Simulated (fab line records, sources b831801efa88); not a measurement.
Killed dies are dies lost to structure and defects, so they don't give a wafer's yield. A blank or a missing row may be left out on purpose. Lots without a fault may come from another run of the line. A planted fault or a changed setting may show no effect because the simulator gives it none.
Chamber matching | flow gf180mcu | GF_V1_CVD_02 on pecvd-03: 3 sister chambers
The step deposits SiO2 from TEOS, target thk 850 nm, time 94.851 s. 6 wafers are shown with their chamber, then 7 later ones without.

WAFERS WITH THEIR CHAMBER
wafer  | chamber | heater_power_w (W)
L577.3 | 1       | 580
L578.2 | 2       | 719
L578.3 | 1       | 644
L578.6 | 0       | 458
L580.3 | 0       | 587
L580.5 | 2       | 717

WAFERS WITHOUT THEIR CHAMBER
wafer  | heater_power_w (W)
L580.6 | 451
L581.1 | 672
L581.3 | 683
L581.5 | 548
L582.2 | 575
L582.3 | 503
L582.6 | 711

WHICH CHAMBER EACH WENT THROUGH
wafer  | from the rows above          | in truth
L580.6 | can't be placed: 0 or 1      | 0
L581.1 | can't be placed: 2 or 1 or 0 | 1
L581.3 | can't be placed: 2 or 1      | 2
L581.5 | can't be placed: 0 or 1      | 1
L582.2 | can't be placed: 1 or 0 or 2 | 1
L582.3 | can't be placed: 0 or 1      | 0
L582.6 | can't be placed: 2 or 1      | 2
Placed correctly: 0 of 7. Can't be placed from these rows: 7 (the true chamber is among the candidates in 7). Placed wrongly: 0.
How it was worked out, from the rows above alone: a wafer's distance from a chamber is the root of the sum, over the readings, of the square of ((its reading less the chamber's mean) divided by the reading's scatter). The wafer belongs to the nearest chamber; if the next one is less than 2 further off, it can't be placed. A chamber's mean is the mean of its shown wafers. The scatter: the root of (the sum of the squares of (reading less its chamber's mean) over the shown wafers, divided by (wafers less chambers)).
